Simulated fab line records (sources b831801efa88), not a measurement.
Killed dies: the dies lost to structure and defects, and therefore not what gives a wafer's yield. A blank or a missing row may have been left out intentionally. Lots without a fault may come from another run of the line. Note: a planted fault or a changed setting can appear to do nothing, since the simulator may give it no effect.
A lot that was struck, set against a sound lot || flow sky130 || 23 steps out of a route of 708
Sound: these wafers, L526.1, L526.2, L526.4. The struck wafers were L534.2, L534.5, L534.6. The cause is given at the end.
Order at every step that has rows: each side's tool, ch and its chambers, its first start. Under that, the readings that differ: sound wafers || struck wafers || difference of the means || sigmas: that difference in standard deviations of wafers without a fault.
alike: readings whose means differ by less than 2 such deviations, and words and numbers that are the same on both sides. not compared: withheld readings, readings that some wafer has no value for, bounds like >300 that may hide the same value, and numbers for which the record gives no deviation and whose values overlap.
The two part at a step that has a row with sigmas, a row that says differs or no value, or rows on one side only. When numbers do not overlap yet have no deviation, they are printed without sigmas and do not part them. Lack of a reading on every wafer of one side parts them only where that side has two or more wafers.

SKY_LI_CONTACT_SPUTTER_19: material Ti, target thk 20 nm, time 106.37 s.
  sound on pvd-sputter-02, day 29 01:37; struck on pvd-sputter-01, day 32 04:58
  alike: throttle-valve-pct
SKY_LI_CONTACT_SPUTTER_20: material TiN, target thk 20 nm, time 80 s.
  sound on pvd-sputter-02, day 29 01:42; struck on pvd-sputter-01, day 32 05:02
  alike: throttle-valve-pct
SKY_LI_CONTACT_CVD_21: deposits W, target thk 400 nm, time 120.56 s.
  sound on cvd-w-02 ch 0,1, day 29 01:46; struck on cvd-w-02 ch 0,1, day 32 05:06
  alike: heater-power-w
SKY_LI_CONTACT_RS_MEAS_22: a four-point-probe measurement.
  sound on film-metro-02, day 29 01:53; struck on film-metro-01, day 32 05:15
  alike: LI_CONTACT_W_RS
SKY_LI_CONTACT_THK_MEAS_23: measures by xrf.
  sound on film-metro-02, day 29 02:00; struck on film-metro-01, day 32 05:22
  alike: LI_CONTACT_W_THK
SKY_LI_CONTACT_CMP_24: polishes, stops on PSG, t overpolish 20 s, target thk 0 nm.
  sound on cmp-02 ch 0,1,2, day 29 02:04; struck on cmp-01 ch 0,3, day 32 05:28
  alike: head-pressure-psi, motor-current-A, overpolish-run-s, slurry-filter-dp-kPa, time-to-endpoint-s
then, 1 step without rows for these wafers: SKY_LOCAL_INTERCONNECT_SPUTTER_00 (material TiN, target thk 100 nm, time 83.3 s).
SKY_LOCAL_INTERCONNECT_RS_MEAS_01: a four-point-probe measurement.
  sound on film-metro-01, day 29 02:26; struck on film-metro-03, day 32 05:47
  alike: LOCAL_INTERCONNECT_TIN_RS
SKY_LOCAL_INTERCONNECT_THK_MEAS_02: measures by xrf.
  sound on film-metro-01, day 29 02:33; struck on film-metro-03, day 32 05:54
  alike: LOCAL_INTERCONNECT_TIN_THK
then, 3 steps without rows for these wafers: SKY_LOCAL_INTERCONNECT_DEHYDRATE_03 (time 60 s); SKY_LOCAL_INTERCONNECT_HMDS_04 (prime time 60 s); SKY_LOCAL_INTERCONNECT_COAT_05 (resist thk 60 nm).
SKY_LOCAL_INTERCONNECT_COAT_06: resist thk 450 nm.
  sound on litho-track-03 ch 0, day 29 15:00; struck on litho-track-04 ch 0, day 32 20:00
{"reading": "spin-speed-rpm (rpm)", "sound": "2999.6 2997.8 2998.4", "struck": "2926.4 2927.1 2928.2", "difference": -71.4, "sigmas": -38}
{"reading": "model.KrF-thick_of_LOCAL_INTERCONNECT_COAT_06.thk-nm (nm)", "sound": "448.8 449.8 448.7", "struck": "455.8 455.7 456.6", "difference": "+6.9", "sigmas": ""}
then, 4 steps without rows for these wafers: SKY_LOCAL_INTERCONNECT_SOFTBAKE_07 (time 90 s); SKY_LOCAL_INTERCONNECT_EXPOSE_08 (exposes mask LI1M, target cd 170 nm); SKY_LOCAL_INTERCONNECT_PEB_09; SKY_LOCAL_INTERCONNECT_DEVELOP_10 (develop time 60 s).
SKY_LOCAL_INTERCONNECT_CD_MEAS_11: target cd 170 nm.
  sound on cd-sem-02, day 30 04:05; struck on cd-sem-01, day 33 09:04
  alike: cd-nm
SKY_LOCAL_INTERCONNECT_OVL_MEAS_12:
  sound on overlay-02, day 30 04:13; struck on overlay-01, day 33 09:10
  alike: LOCAL_INTERCONNECT_OVL
SKY_LOCAL_INTERCONNECT_ETCH_13: etches BARC in N2/H2, stops on SiO2, time 45.9 s, target depth 60 nm.
  sound on rie-metal-01 ch 0,1, day 30 04:14; struck on rie-metal-03 ch 0,1, day 33 09:11
  alike: bias-w, drypump-motor-current-A, he-backside-leak-sccm, oes-product-au, rf-fwd-power-W, throttle-valve-pct
  not compared: rf-hours-counter-h
SKY_LOCAL_INTERCONNECT_METAL_ETCH_14: etches TiN in Cl2/BCl3, stops on PSG, target depth 110 nm, time 31.4 s.
  sound on rie-metal-01 ch 0,1, day 30 04:19; struck on rie-metal-03 ch 0,1, day 33 09:16
{"reading": "model.KrF-thick_of_LOCAL_INTERCONNECT_COAT_06.thk-nm (nm)", "sound": "346.5 350.1 348.8", "struck": "352.8 354.1 354.2", "difference": "+5.2", "sigmas": ""}
  alike: bias-w, drypump-motor-current-A, he-backside-leak-sccm, oes-product-au, rf-fwd-power-W, throttle-valve-pct
  not compared: rf-hours-counter-h
then, 1 step without rows for these wafers: SKY_LOCAL_INTERCONNECT_STRIP_15 (strips in O2/N2).
-- a jump in the record: the struck wafers' starts before and after are 15 days apart (it breaks off in module LOCAL_INTERCONNECT and resumes in module PAD_OPEN, where the first step shown is number 708 of the route) --
SKY_PAD_OPEN_PROBE_99:
  sound on prober-01, day 45 09:17; struck on prober-02, day 47 22:12
  alike: killed_at_M0_to_M3, killed_at_M4_up, killed-at-contacts, killed-at-front-end, killed-at-other, killed-dies, killed-open, killed-short

## WHERE THEY PART
Within this record, at SKY_LOCAL_INTERCONNECT_COAT_06 only. Later steps at which nothing parts them and some readings are alike: SKY_LOCAL_INTERCONNECT_CD_MEAS_11, SKY_LOCAL_INTERCONNECT_OVL_MEAS_12, SKY_LOCAL_INTERCONNECT_ETCH_13, SKY_LOCAL_INTERCONNECT_METAL_ETCH_14, SKY_PAD_OPEN_PROBE_99.

WHY: what the simulator had put in
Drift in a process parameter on litho-track-04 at SKY_LOCAL_INTERCONNECT_COAT_06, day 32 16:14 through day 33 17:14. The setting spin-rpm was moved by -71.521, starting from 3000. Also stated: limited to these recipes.
